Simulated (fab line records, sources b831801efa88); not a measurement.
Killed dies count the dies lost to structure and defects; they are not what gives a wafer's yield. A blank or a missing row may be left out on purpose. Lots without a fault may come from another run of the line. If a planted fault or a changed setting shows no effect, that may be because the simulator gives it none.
fab line records ; flow sky130
record: lots: 14; wafers: 40; last_day: 50
route steps=708 shown SONOS_ONO@169 POLY_GATE@229 PAD_OPEN@708
lots that met no fault: from a run of the same line without faults
start_h: hours from the record's first day to the start of the lot's first wafer shown ; wait_h: how many hours have passed since the lot's step before this one ; " unchanged from the row above ; L1.1+2: a single row standing in for several wafers ; - value missing, or start not given ; * or withheld: withheld ; < > ~ a bound
route shown NAME@n: names a module that has steps shown in the file, with the first one's number in the route ; usual: average and standard deviation across the fault-free wafers ; same: alike in all rows ; chamber/n: place in a boat ; sites: each site's reading ; _std_site: the values' standard deviation ; _edge_site: mean of outer sites minus mean of inner sites ; radius_mm: for every site, how far away it sits from the centre of the wafer ; mask NAME#n: copy n ; behind: the most recent tool/chamber to have shaped the wafer ; hold: why the lot was held/for how many hours/how that ended ; device: whichever transistor did not switch (one of n, p or np) ; end of line: tests of these same wafers at the route's end ; a step given without rows: its recipe and nothing more ; killed: dies lost to structure and defects at the first sort, not the wafer's yield ; map: shows each die of a wafer: x if killed, . if not, _ if none is there
set.NAME: the setting as run; set.NAME@STEP: as run at that earlier step ; model.NAME: the simulator's own value behind a step, which no gauge read
route steps across a sampled set of lots; one table per step, one row per wafer
services: when a tool's chamber went out of use (start_h, in hours from the record's first day, below 0 if earlier), for how many hours, and the reason
== steps ==
step: SKY_SONOS_ONO_THK_MEAS_01
recipe: reads: SiO2_of_SONOS_ONO_OXIDATION_00
usual: SONOS_ONO_OXIDATION_THK: 2.60/0.062
lot.wafer;tool;chamber;start_h;wait_h;SONOS_ONO_OXIDATION_THK[nm]
L104.1;film_metro-04;-;254.25;0.0;2.57
L104.5;film_metro-04;-;254.25;0.0;2.56
L104.6;film_metro-04;-;254.25;0.0;2.60
L105.2;film_metro-02;-;256.86;0.0;2.60
L105.3;film_metro-02;-;256.86;0.0;2.58
L105.4;film_metro-02;-;256.86;0.0;2.67
L106.3;film_metro-02;-;268.98;0.0;2.48
L106.4;film_metro-02;-;268.98;0.0;2.48
L106.6;film_metro-02;-;268.98;0.0;2.46
L109.1;film_metro-01;-;287.46;0.0;2.56
L109.3;film_metro-01;-;287.46;0.0;2.55
L109.5;film_metro-01;-;287.46;0.0;2.60
L114.1;film_metro-04;-;331.00;0.0;2.54
L114.2;film_metro-04;-;331.00;0.0;2.61
L116.2;film_metro-04;-;347.42;0.0;2.62
L116.6;film_metro-04;-;347.42;0.0;2.58
L117.2;film_metro-02;-;351.70;0.0;2.62
L117.5;film_metro-02;-;351.70;0.0;2.59
L117.6;film_metro-02;-;351.70;0.0;2.55
L118.4;film_metro-02;-;358.88;0.0;2.56
L118.5;film_metro-02;-;358.88;0.0;2.67
L118.6;film_metro-02;-;358.88;0.0;2.64
L122.2;film_metro-01;-;391.56;0.0;2.63
L122.4;film_metro-01;-;391.56;0.0;2.70
L122.6;film_metro-01;-;391.56;0.0;2.68
L123.2;film_metro-04;-;405.55;0.0;2.56
L123.4;film_metro-04;-;405.55;0.0;2.61
L123.6;film_metro-04;-;405.55;0.0;2.61
L124.2;film_metro-02;-;407.32;0.0;2.62
L124.3;film_metro-02;-;407.32;0.0;2.50
L124.5;film_metro-02;-;407.32;0.0;2.72
L125.1;film_metro-02;-;410.29;0.0;2.59
L125.3;film_metro-02;-;410.29;0.0;2.54
L125.4;film_metro-02;-;410.29;0.0;2.61
L126.1;film_metro-04;-;421.15;0.0;2.53
L126.3;film_metro-04;-;421.15;0.0;2.53
L126.5;film_metro-04;-;421.15;0.0;2.61
L127.1;film_metro-04;-;430.18;0.0;2.50
L127.2;film_metro-04;-;430.18;0.0;2.57
L127.6;film_metro-04;-;430.18;0.0;2.61
step: SKY_SONOS_ONO_THK_MEAS_03
recipe: reads: Si3N4_of_SONOS_ONO_CVD_02
usual: SONOS_ONO_CVD_02_THK: 10.51/0.12
lot.wafer;tool;chamber;start_h;wait_h;SONOS_ONO_CVD_02_THK[nm]
L104.1;film_metro-04;-;256.96;0.0;10.57
L104.5;film_metro-04;-;256.96;0.0;10.45
L104.6;film_metro-04;-;256.96;0.0;10.46
L105.2;film_metro-02;-;258.02;0.0;10.54
L105.3;film_metro-02;-;258.02;0.0;10.41
L105.4;film_metro-02;-;258.02;0.0;10.45
L106.3;film_metro-01;-;271.55;0.0;10.37
L106.4;film_metro-01;-;271.55;0.0;10.51
L106.6;film_metro-01;-;271.55;0.0;10.37
L109.1;film_metro-02;-;288.57;0.0;10.52
L109.3;film_metro-02;-;288.57;0.0;10.52
L109.5;film_metro-02;-;288.57;0.0;10.46
L114.1;film_metro-02;-;332.11;0.0;10.46
L114.2;film_metro-02;-;332.11;0.0;10.39
L116.2;film_metro-01;-;353.16;0.0;10.46
L116.6;film_metro-01;-;353.16;0.0;10.47
L117.2;film_metro-02;-;353.16;0.0;10.77
L117.5;film_metro-02;-;353.16;0.0;10.64
L117.6;film_metro-02;-;353.16;0.0;10.75
L118.4;film_metro-02;-;360.43;0.0;10.80
L118.5;film_metro-02;-;360.43;0.0;10.69
L118.6;film_metro-02;-;360.43;0.0;10.75
L122.2;film_metro-04;-;394.50;0.0;10.64
L122.4;film_metro-04;-;394.50;0.0;10.69
L122.6;film_metro-04;-;394.50;0.0;10.57
L123.2;film_metro-04;-;408.06;0.0;10.60
L123.4;film_metro-04;-;408.06;0.0;10.69
L123.6;film_metro-04;-;408.06;0.0;10.66
L124.2;film_metro-01;-;410.90;0.0;10.45
L124.3;film_metro-01;-;410.90;0.0;10.41
L124.5;film_metro-01;-;410.90;0.0;10.38
L125.1;film_metro-04;-;411.94;0.0;10.46
L125.3;film_metro-04;-;411.94;0.0;10.47
L125.4;film_metro-04;-;411.94;0.0;10.44
L126.1;film_metro-04;-;422.26;0.0;10.37
L126.3;film_metro-04;-;422.26;0.0;10.37
L126.5;film_metro-04;-;422.26;0.0;10.37
L127.1;film_metro-01;-;431.29;0.0;10.43
L127.2;film_metro-01;-;431.29;0.0;10.71
L127.6;film_metro-01;-;431.29;0.0;10.48
step: SKY_POLY_GATE_ETCH_15
recipe: chemistry: N2/H2; target: BARC; ion_energy_ev: 200; source_w: 500; bias_w: 100; pressure_mtorr: 30; n2_flow_sccm: 100; h2_flow_sccm: 200; stop_on: SiO2; time_s: 118.5; target_depth_a: 1100
usual: drypump_motor_current_A: 5.9/0.44; oes_product_au: 0.716/0.0048; run_length_s: 146.9/0.41; throttle_valve_pct: 13.213/0.0087
lot.wafer;tool;chamber;start_h;wait_h;drypump_motor_current_A;oes_product_au;rf_hours_counter_h;run_length_s;throttle_valve_pct
L104.1;rie_diel-03;1;369.23;0.0;6.1;0.722;89;146.5;13.212
L104.5;rie_diel-03;1;369.23;0.0;6.1;0.715;-;146.5;13.213
L104.6;rie_diel-03;0;369.23;0.0;5.3;0.717;-;147.8;13.213
L105.2;rie_diel-03;0;378.68;0.0;5.3;0.714;10;147.8;13.202
L105.3;rie_diel-03;1;378.68;0.0;6.2;0.720;90;146.6;13.216
L105.4;rie_diel-03;2;378.68;0.0;6.4;0.720;2;146.5;13.196
L106.3;rie_diel-03;2;390.81;0.0;6.4;0.720;2;146.7;13.200
L106.4;rie_diel-03;1;390.81;0.0;6.2;0.729;90;146.8;13.207
L106.6;rie_diel-03;1;390.81;0.0;6.2;0.728;-;146.7;13.214
L109.1;rie_diel-01;3;408.81;0.0;5.8;0.714;2;146.7;13.199
L109.3;rie_diel-01;1;408.81;0.0;5.5;0.718;11;147.5;13.208
L109.5;rie_diel-01;1;408.81;0.0;5.5;0.725;-;147.1;13.214
L114.1;rie_diel-03;2;457.83;0.0;6.4;0.699;4;150.5;13.218
L114.2;rie_diel-03;1;457.83;0.0;6.1;0.719;91;146.8;13.206
L116.2;rie_diel-03;2;481.84;0.0;6.3;0.720;4;146.6;13.209
L116.6;rie_diel-03;2;481.84;0.0;6.4;0.708;-;150.7;13.209
L117.2;rie_diel-03;1;483.46;0.0;6.1;0.718;92;147.3;13.216
L117.5;rie_diel-03;0;483.46;0.0;5.3;0.718;-;147.3;13.204
L117.6;rie_diel-03;3;483.46;0.0;5.9;0.703;-;150.1;13.199
L118.4;rie_diel-04;0;491.79;0.0;5.7;0.717;56;146.3;13.218
L118.5;rie_diel-04;2;491.79;0.0;6.3;0.707;-;146.9;13.215
L118.6;rie_diel-04;3;491.79;0.0;4.7;0.709;-;146.9;13.212
L122.2;rie_diel-01;3;527.38;0.0;5.8;0.712;4;147.5;13.207
L122.4;rie_diel-01;0;527.38;0.0;6.4;0.724;-;146.8;13.216
L122.6;rie_diel-01;1;527.38;0.0;5.5;0.716;-;147.2;13.214
L123.2;rie_diel-03;0;539.48;0.0;5.3;0.722;14;147.4;13.226
L123.4;rie_diel-03;1;539.48;0.0;6.2;0.713;1;146.7;13.224
L123.6;rie_diel-03;3;539.48;0.0;5.9;0.716;-;146.4;13.218
L124.2;rie_diel-03;0;541.89;0.0;5.3;0.714;14;147.4;13.221
L124.3;rie_diel-03;1;541.89;0.0;6.2;0.715;1;147.1;13.224
L124.5;rie_diel-03;3;541.89;0.0;5.9;0.706;-;146.9;13.212
L125.1;rie_diel-03;0;543.39;0.0;5.2;0.716;14;147.2;13.215
L125.3;rie_diel-03;2;543.39;0.0;6.4;0.719;6;147.3;13.220
L125.4;rie_diel-03;1;543.39;0.0;6.2;0.717;1;146.8;13.203
L126.1;rie_diel-01;1;553.64;0.0;5.5;0.713;14;147.4;13.207
L126.3;rie_diel-01;0;553.64;0.0;6.3;0.721;11;146.7;13.215
L126.5;rie_diel-01;0;553.64;0.0;6.3;0.709;-;147.5;13.211
L127.1;rie_diel-03;3;562.98;0.0;5.9;0.715;78;146.9;13.213
L127.2;rie_diel-03;2;562.98;0.0;6.4;0.722;6;146.7;13.209
L127.6;rie_diel-03;3;562.98;0.0;5.9;0.717;-;147.0;13.224
step: SKY_POLY_GATE_CD_MEAS_22
usual: cd_nm: 149.9/2.1
lot.wafer;tool;chamber;start_h;wait_h;cd_nm
L104.1;cd_sem-01;-;372.27;0.1;148.8
L104.5;cd_sem-01;-;372.27;0.1;147.6
L104.6;cd_sem-01;-;372.27;0.1;149.4
L105.2;cd_sem-02;-;380.77;0.1;150.2
L105.3;cd_sem-02;-;380.77;0.1;150.8
L105.4;cd_sem-02;-;380.77;0.1;151.1
L106.3;cd_sem-02;-;395.53;0.1;147.7
L106.4;cd_sem-02;-;395.53;0.1;147.3
L106.6;cd_sem-02;-;395.53;0.1;147.5
L109.1;cd_sem-01;-;410.92;0.1;148.9
L109.3;cd_sem-01;-;410.92;0.1;151.2
L109.5;cd_sem-01;-;410.92;0.1;155.0
L114.1;cd_sem-02;-;460.39;0.1;148.2
L114.2;cd_sem-02;-;460.39;0.1;148.9
L116.2;cd_sem-02;-;483.57;0.1;149.3
L116.6;cd_sem-02;-;483.57;0.1;152.0
L117.2;cd_sem-02;-;485.19;0.1;148.7
L117.5;cd_sem-02;-;485.19;0.1;147.9
L117.6;cd_sem-02;-;485.19;0.1;147.9
L118.4;cd_sem-01;-;493.57;0.1;150.4
L118.5;cd_sem-01;-;493.57;0.1;146.3
L118.6;cd_sem-01;-;493.57;0.1;151.8
L122.2;cd_sem-01;-;529.30;0.1;149.3
L122.4;cd_sem-01;-;529.30;0.1;150.3
L122.6;cd_sem-01;-;529.30;0.1;151.8
L123.2;cd_sem-01;-;541.24;0.1;150.1
L123.4;cd_sem-01;-;541.24;0.1;151.1
L123.6;cd_sem-01;-;541.24;0.1;151.9
L124.2;cd_sem-01;-;543.62;0.1;150.2
L124.3;cd_sem-01;-;543.62;0.1;148.8
L124.5;cd_sem-01;-;543.62;0.1;150.8
L125.1;cd_sem-01;-;545.09;0.1;150.4
L125.3;cd_sem-01;-;545.09;0.1;150.3
L125.4;cd_sem-01;-;545.09;0.1;149.7
L126.1;cd_sem-02;-;555.34;0.1;153.6
L126.3;cd_sem-02;-;555.34;0.1;153.6
L126.5;cd_sem-02;-;555.34;0.1;153.3
L127.1;cd_sem-02;-;564.73;0.1;154.4
L127.2;cd_sem-02;-;564.73;0.1;153.0
L127.6;cd_sem-02;-;564.73;0.1;153.7
step: SKY_PAD_OPEN_PROBE_99
usual: killed_at_M0_to_M3: 43/7.5; killed_at_M4_up: 3.3/1.9; killed_at_contacts: 24/4.6; killed_at_front_end: 16/4.9; killed_at_other: 0.2/0.46; killed_dies: 87/9.1; killed_open: 47/7.4; killed_short: 39/6.6
same: gross_dies: 492; killed_at_back_side: 0
lot.wafer;tool;chamber;start_h;wait_h;killed_at_M0_to_M3;killed_at_M4_up;killed_at_contacts;killed_at_front_end;killed_at_other;killed_dies;killed_open;killed_short
L104.1;prober-01;-;1074.10;0.1;33;9;20;8;0;70;36;34
L104.5;prober-01;-;1074.30;0.2;34;5;25;13;0;77;46;31
L104.6;prober-01;-;1074.35;0.2;46;6;23;9;1;85;42;43
L105.2;prober-02;-;1078.98;0.1;44;0;25;14;0;83;44;39
L105.3;prober-02;-;1079.03;0.2;36;5;20;16;0;77;47;30
L105.4;prober-02;-;1079.08;0.2;42;0;25;17;0;84;48;36
L106.3;prober-01;-;1088.35;0.2;44;4;36;11;0;95;46;45
L106.4;prober-01;-;1088.40;0.2;49;7;26;18;0;100;51;48
L106.6;prober-01;-;1088.50;0.2;50;5;31;10;0;96;54;40
L109.1;prober-02;-;1102.44;0.1;37;4;20;14;0;75;40;35
L109.3;prober-02;-;1102.54;0.2;49;1;29;12;0;91;48;42
L109.5;prober-02;-;1102.64;0.2;37;3;13;8;0;61;24;37
L114.1;prober-02;-;1132.51;0.1;46;2;24;15;0;87;52;34
L114.2;prober-02;-;1132.56;0.1;51;1;23;10;2;87;41;45
L116.2;prober-02;-;1150.42;0.1;44;4;29;21;0;98;57;41
L116.6;prober-02;-;1150.62;0.2;40;2;20;11;1;74;32;42
L117.2;prober-01;-;1151.92;0.1;51;2;28;11;2;94;52;41
L117.5;prober-01;-;1152.07;0.2;37;3;17;15;0;72;38;34
L117.6;prober-01;-;1152.12;0.2;49;5;24;12;0;90;46;44
L118.4;prober-02;-;1153.52;0.2;36;3;23;14;1;77;41;36
L118.5;prober-02;-;1153.57;0.2;40;4;23;32;0;99;50;49
L118.6;prober-02;-;1153.62;0.2;30;5;35;13;0;83;53;30
L122.2;prober-02;-;1174.01;0.1;48;7;28;20;1;104;62;42
L122.4;prober-02;-;1174.11;0.2;48;5;19;9;0;81;42;38
L122.6;prober-02;-;1174.21;0.2;40;6;17;13;0;76;42;33
L123.2;prober-01;-;1181.35;0.1;37;2;20;10;1;70;45;25
L123.4;prober-01;-;1181.45;0.2;40;0;28;9;0;77;47;30
L123.6;prober-01;-;1181.55;0.2;40;1;30;13;0;84;44;40
L125.1;prober-02;-;1182.23;0.1;49;3;25;17;0;94;52;41
L125.3;prober-02;-;1182.33;0.2;42;3;22;24;0;91;40;50
L125.4;prober-02;-;1182.38;0.2;36;4;21;21;0;82;46;35
L124.2;prober-01;-;1183.96;0.1;44;2;28;19;0;93;52;41
L124.3;prober-01;-;1184.01;0.2;44;2;21;17;0;84;53;31
L124.5;prober-01;-;1184.11;0.2;30;2;23;22;0;77;34;43
L126.1;prober-02;-;1189.38;0.1;52;3;20;14;1;90;48;42
L126.3;prober-02;-;1189.48;0.2;44;1;28;17;0;90;49;41
L126.5;prober-02;-;1189.58;0.2;47;3;24;19;0;93;50;43
L127.1;prober-01;-;1190.30;0.1;30;5;21;21;0;77;38;39
L127.2;prober-01;-;1190.35;0.1;37;4;25;13;1;80;49;31
L127.6;prober-01;-;1190.55;0.2;42;6;16;19;1;84;46;38
killed by level:class
L104.1 METAL4:geometric_particle:short=7 VIA1:geometric_particle:open=6 VIA2:geometric_particle:open=6 LI_CONTACT:geometric_particle:open=5 LOCAL_INTERCONNECT:geometric_particle:short=5 CONTACT:geometric_particle:open=5 CONTACT:geometric_particle:short=4 METAL1:geometric_particle:short=4
L104.5 CONTACT:geometric_particle:open=9 VIA1:geometric_particle:open=8 METAL1:geometric_particle:short=6 VIA3:geometric_particle:open=6 LI_CONTACT:geometric_particle:open=5 LOCAL_INTERCONNECT:geometric_particle:short=5 VIA1:geometric_particle:short=5 POLY_GATE:geometric_particle:open=4
L104.6 VIA1:geometric_particle:open=10 METAL2:geometric_particle:short=8 CONTACT:geometric_particle:open=7 VIA3:geometric_particle:open=7 LI_CONTACT:geometric_particle:open=5 LOCAL_INTERCONNECT:geometric_particle:short=5 CONTACT:geometric_particle:short=5 METAL1:geometric_particle:short=5
L105.2 LI_CONTACT:geometric_particle:open=11 VIA1:geometric_particle:open=9 METAL2:geometric_particle:short=8 CONTACT:geometric_particle:open=6 POLY_GATE:geometric_particle:short=5 METAL3:geometric_particle:short=5 FIELD_ISO:geometric_particle:short=4 CONTACT:geometric_particle:short=4
L105.3 LI_CONTACT:geometric_particle:open=8 VIA3:geometric_particle:open=8 VIA1:geometric_particle:open=7 METAL1:geometric_particle:short=7 CONTACT:geometric_particle:open=6 FIELD_ISO:geometric_particle:open=5 POLY_GATE:geometric_particle:open=5 FIELD_ISO:geometric_particle:short=4
L105.4 VIA1:geometric_particle:open=12 CONTACT:geometric_particle:open=10 VIA2:geometric_particle:open=8 LI_CONTACT:geometric_particle:open=7 METAL2:geometric_particle:short=7 METAL1:geometric_particle:short=5 FIELD_ISO:geometric_particle:short=5 POLY_GATE:geometric_particle:open=5
L106.3 CONTACT:geometric_particle:open=14 LI_CONTACT:geometric_particle:open=10 VIA1:geometric_particle:open=10 METAL2:geometric_particle:short=9 CONTACT:geometric_particle:short=6 VIA1:geometric_particle:short=6 METAL1:geometric_particle:short=5 LOCAL_INTERCONNECT:geometric_particle:short=4
L106.4 VIA1:geometric_particle:open=15 CONTACT:geometric_particle:open=12 FIELD_ISO:geometric_particle:short=7 VIA2:geometric_particle:open=7 CONTACT:geometric_particle:short=6 METAL1:geometric_particle:short=6 VIA3:geometric_particle:open=5 VIA1:geometric_particle:short=5
L106.6 VIA1:geometric_particle:open=16 CONTACT:geometric_particle:short=11 CONTACT:geometric_particle:open=8 VIA2:geometric_particle:open=7 VIA3:geometric_particle:open=7 LI_CONTACT:geometric_particle:open=6 METAL2:geometric_particle:short=6 METAL4:geometric_particle:short=5
L109.1 VIA1:geometric_particle:open=9 LI_CONTACT:geometric_particle:open=7 METAL2:geometric_particle:short=5 LI_CONTACT:geometric_particle:short=4 LOCAL_INTERCONNECT:geometric_particle:short=4 VIA2:geometric_particle:open=4 VIA3:geometric_particle:short=4 POLY_GATE:geometric_particle:short=3
L109.3 VIA1:geometric_particle:open=14 CONTACT:geometric_particle:open=7 CONTACT:geometric_particle:short=7 METAL2:geometric_particle:short=6 LI_CONTACT:geometric_particle:open=6 METAL1:geometric_particle:short=6 VIA2:geometric_particle:open=5 LI_CONTACT:geometric_particle:short=4
L109.5 VIA2:geometric_particle:open=7 VIA1:geometric_particle:short=5 METAL3:geometric_particle:short=5 VIA3:geometric_particle:short=5 VIA1:geometric_particle:open=4 METAL1:geometric_particle:short=4 LI_CONTACT:geometric_particle:open=4 CONTACT:geometric_particle:open=4
L114.1 CONTACT:geometric_particle:open=12 VIA1:geometric_particle:open=10 VIA3:geometric_particle:open=8 VIA3:geometric_particle:short=6 FIELD_ISO:geometric_particle:open=5 VIA2:geometric_particle:open=5 LOCAL_INTERCONNECT:geometric_particle:short=4 METAL1:geometric_particle:short=4
L114.2 CONTACT:geometric_particle:open=13 VIA1:geometric_particle:open=11 VIA1:geometric_particle:short=8 VIA3:geometric_particle:short=6 METAL2:geometric_particle:short=5 VIA2:geometric_particle:short=5 CONTACT:geometric_particle:short=4 METAL1:geometric_particle:short=4
L116.2 VIA1:geometric_particle:open=13 LI_CONTACT:geometric_particle:open=9 LOCAL_INTERCONNECT:geometric_particle:short=8 VIA3:geometric_particle:open=8 VIA2:geometric_particle:open=6 FIELD_ISO:geometric_particle:open=5 CONTACT:geometric_particle:open=5 FIELD_ISO:geometric_particle:short=4
L116.6 VIA1:geometric_particle:open=9 METAL1:geometric_particle:short=7 LOCAL_INTERCONNECT:geometric_particle:short=6 VIA2:geometric_particle:open=6 VIA1:geometric_particle:short=5 LI_CONTACT:geometric_particle:open=5 METAL3:geometric_particle:short=5 CONTACT:geometric_particle:open=4
L117.2 CONTACT:geometric_particle:open=14 VIA3:geometric_particle:open=10 METAL1:geometric_particle:short=9 VIA1:geometric_particle:open=8 VIA2:geometric_particle:open=7 VIA3:geometric_particle:short=7 CONTACT:geometric_particle:short=5 FIELD_ISO:geometric_particle:open=4
L117.5 VIA1:geometric_particle:open=10 CONTACT:geometric_particle:open=9 VIA1:geometric_particle:short=7 METAL1:geometric_particle:short=5 VIA3:geometric_particle:short=4 METAL3:geometric_particle:short=4 VIA3:geometric_particle:open=4 FIELD_ISO:geometric_particle:open=3
L117.6 VIA2:geometric_particle:open=9 VIA1:geometric_particle:open=8 LI_CONTACT:geometric_particle:open=8 CONTACT:geometric_particle:open=6 VIA2:geometric_particle:short=6 VIA3:geometric_particle:open=5 FIELD_ISO:geometric_particle:open=4 FIELD_ISO:geometric_particle:short=4
L118.4 VIA1:geometric_particle:open=12 CONTACT:geometric_particle:open=8 CONTACT:geometric_particle:short=7 METAL2:geometric_particle:short=6 LI_CONTACT:geometric_particle:open=4 VIA3:geometric_particle:short=4 FIELD_ISO:geometric_particle:open=3 POLY_GATE:geometric_particle:open=3
L118.5 CONTACT:geometric_particle:open=10 POLY_GATE:geometric_particle:short=9 VIA2:geometric_particle:open=8 VIA1:geometric_particle:open=8 FIELD_ISO:geometric_particle:short=7 VIA1:geometric_particle:short=7 POLY_GATE:geometric_particle:open=6 LI_CONTACT:geometric_particle:open=6
L118.6 CONTACT:geometric_particle:open=10 VIA2:geometric_particle:open=9 LI_CONTACT:geometric_particle:open=9 CONTACT:geometric_particle:short=8 VIA1:geometric_particle:open=6 POLY_GATE:geometric_particle:open=5 LOCAL_INTERCONNECT:geometric_particle:short=5 VIA3:geometric_particle:open=5
L122.2 VIA3:geometric_particle:open=11 LI_CONTACT:geometric_particle:open=10 CONTACT:geometric_particle:open=8 METAL1:geometric_particle:short=8 VIA2:geometric_particle:open=6 POLY_GATE:geometric_particle:open=5 VIA1:geometric_particle:open=5 POLY_GATE:geometric_particle:short=4
L122.4 VIA1:geometric_particle:open=10 VIA3:geometric_particle:open=10 CONTACT:geometric_particle:open=7 VIA2:geometric_particle:short=6 LOCAL_INTERCONNECT:geometric_particle:short=4 METAL2:geometric_particle:short=4 VIA3:geometric_particle:short=4 FIELD_ISO:geometric_particle:short=3
L122.6 CONTACT:geometric_particle:open=8 VIA3:geometric_particle:open=8 VIA1:geometric_particle:open=7 VIA2:geometric_particle:open=7 VIA1:geometric_particle:short=6 LI_CONTACT:geometric_particle:open=4 METAL1:geometric_particle:short=4 FIELD_ISO:geometric_particle:open=3
L123.2 VIA2:geometric_particle:open=10 CONTACT:geometric_particle:open=7 VIA1:geometric_particle:open=7 VIA3:geometric_particle:open=5 POLY_GATE:geometric_particle:open=4 CONTACT:geometric_particle:short=4 METAL2:geometric_particle:open=4 METAL2:geometric_particle:short=4
L123.4 CONTACT:geometric_particle:open=11 LI_CONTACT:geometric_particle:open=9 VIA1:geometric_particle:open=8 VIA3:geometric_particle:open=6 METAL2:geometric_particle:short=6 VIA2:geometric_particle:open=6 CONTACT:geometric_particle:short=5 VIA1:geometric_particle:short=5
L123.6 CONTACT:geometric_particle:open=13 VIA3:geometric_particle:open=9 METAL2:geometric_particle:short=9 CONTACT:geometric_particle:short=7 VIA1:geometric_particle:open=6 FIELD_ISO:geometric_particle:open=5 FIELD_ISO:geometric_particle:short=4 LI_CONTACT:geometric_particle:short=4
L125.1 VIA1:geometric_particle:open=11 VIA3:geometric_particle:open=10 LI_CONTACT:geometric_particle:open=8 CONTACT:geometric_particle:open=6 VIA2:geometric_particle:open=6 METAL2:geometric_particle:short=5 METAL1:geometric_particle:short=5 POLY_GATE:geometric_particle:short=4
L125.3 FIELD_ISO:geometric_particle:short=12 VIA1:geometric_particle:short=8 VIA1:geometric_particle:open=8 LI_CONTACT:geometric_particle:open=7 LI_CONTACT:geometric_particle:short=6 METAL1:geometric_particle:short=6 METAL2:geometric_particle:short=6 FIELD_ISO:geometric_particle:open=5
L125.4 VIA1:geometric_particle:open=11 CONTACT:geometric_particle:open=8 LI_CONTACT:geometric_particle:open=7 POLY_GATE:geometric_particle:open=6 METAL1:geometric_particle:short=5 METAL2:geometric_particle:short=5 FIELD_ISO:geometric_particle:open=4 FIELD_ISO:geometric_particle:short=4
L124.2 CONTACT:geometric_particle:open=16 VIA1:geometric_particle:open=10 VIA2:geometric_particle:short=7 METAL2:geometric_particle:short=6 FIELD_ISO:geometric_particle:short=5 LI_CONTACT:geometric_particle:open=5 METAL1:geometric_particle:short=4 VIA3:geometric_particle:open=4
L124.3 VIA1:geometric_particle:open=12 LI_CONTACT:geometric_particle:open=7 VIA3:geometric_particle:open=7 VIA2:geometric_particle:open=7 CONTACT:geometric_particle:open=6 FIELD_ISO:geometric_particle:short=5 FIELD_ISO:geometric_particle:open=4 METAL2:geometric_particle:open=4
L124.5 POLY_GATE:geometric_particle:short=10 CONTACT:geometric_particle:open=10 METAL2:geometric_particle:short=5 FIELD_ISO:geometric_particle:short=4 FIELD_ISO:geometric_particle:open=4 LI_CONTACT:geometric_particle:open=4 CONTACT:geometric_particle:short=4 VIA1:geometric_particle:short=4
L126.1 VIA1:geometric_particle:open=14 LI_CONTACT:geometric_particle:open=8 METAL1:geometric_particle:short=8 CONTACT:geometric_particle:open=6 VIA1:geometric_particle:short=6 VIA2:geometric_particle:open=5 METAL2:geometric_particle:short=5 VIA3:geometric_particle:short=5
L126.3 VIA1:geometric_particle:open=12 LI_CONTACT:geometric_particle:open=7 METAL1:geometric_particle:short=7 LI_CONTACT:geometric_particle:short=6 CONTACT:geometric_particle:open=6 METAL2:geometric_particle:short=6 FIELD_ISO:geometric_particle:open=5 CONTACT:geometric_particle:short=5
L126.5 VIA1:geometric_particle:open=11 LI_CONTACT:geometric_particle:open=8 VIA1:geometric_particle:short=7 VIA3:geometric_particle:open=7 FIELD_ISO:geometric_particle:open=6 CONTACT:geometric_particle:open=6 POLY_GATE:geometric_particle:short=5 METAL2:geometric_particle:short=5
L127.1 FIELD_ISO:geometric_particle:open=8 CONTACT:geometric_particle:open=8 VIA1:geometric_particle:open=7 METAL2:geometric_particle:short=7 METAL1:geometric_particle:short=5 POLY_GATE:geometric_particle:open=4 LI_CONTACT:geometric_particle:open=4 LOCAL_INTERCONNECT:geometric_particle:short=4
L127.2 VIA2:geometric_particle:open=10 LI_CONTACT:geometric_particle:open=9 CONTACT:geometric_particle:open=8 VIA1:geometric_particle:open=7 METAL1:geometric_particle:short=5 FIELD_ISO:geometric_particle:short=4 LOCAL_INTERCONNECT:geometric_particle:short=4 METAL2:geometric_particle:short=4
L127.6 VIA2:geometric_particle:open=12 VIA2:geometric_particle:short=7 FIELD_ISO:geometric_particle:open=6 VIA3:geometric_particle:open=6 FIELD_ISO:geometric_particle:short=5 LI_CONTACT:geometric_particle:open=5 VIA1:geometric_particle:open=5 CONTACT:geometric_particle:open=4
== services ==
tool;chamber;start_h;hours;kind
rie_diel-03;-;347.26;8.2;repair
rie_diel-01;-;354.12;0.3;repair
rie_diel-04;2;397.33;1.2;repair
rie_diel-03;-;413.24;0.6;repair
rie_diel-01;2;413.90;6.6;repair
rie_diel-01;2;446.86;7.6;repair
rie_diel-04;3;446.93;-;clean
rie_diel-04;3;446.93;17.5;scheduled_down
rie_diel-04;3;446.93;17.5;vent_cycle
rie_diel-03;-;460.92;1.2;repair
rie_diel-01;3;474.66;8.4;repair
rie_diel-03;2;492.95;3.8;repair
rie_diel-03;1;504.41;-;clean
rie_diel-03;1;504.41;14.7;scheduled_down
rie_diel-03;1;504.41;14.7;vent_cycle
rie_diel-04;0;514.00;6.8;repair
rie_diel-03;2;514.29;9.0;repair
rie_diel-04;-;520.19;38.0;repair
rie_diel-04;1;524.08;6.3;repair
rie_diel-01;2;524.52;13.3;repair
rie_diel-03;3;530.16;6.7;repair
rie_diel-04;2;537.87;7.9;repair
rie_diel-01;-;541.86;2.4;repair
== key ==
first_sign: step: SKY_POLY_GATE_ETCH_15; reading: run_length_s; direction: up; sigmas: 8.7; usual: *; struck: *
effect: step: SKY_POLY_GATE_ETCH_15; reading: oes_product_au; direction: down; sigmas: 2.6; usual: 0.716; struck: 0.703
met_at SKY_POLY_GATE_ETCH_15
struck_lots L114,L116,L117
struck_wafers L114.1,L116.6,L117.6
tester_left_out L114,L116,L117
not_acting_at SKY_SONOS_ONO_THK_MEAS_01,SKY_SONOS_ONO_THK_MEAS_03,SKY_POLY_GATE_CD_MEAS_22
onset_between 390.81 457.83
fault: kind: process_parameter_drift; tool: rie_diel-03; chamber: -; onset_h: 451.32; steps: SKY_POLY_GATE_ETCH_15; channel: time_s; offset: *; shape: step; end_h: 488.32; scope: struck_wafers_only; acts_in: *; stated: *
tester_left_out: of these lots the tester's yield and bins aren't shown, on N5 and GAA mostly nor the transistor test; their killed dies are dies lost to structure and defects alone, not to doping, threshold or leakage, so they don't give the yield
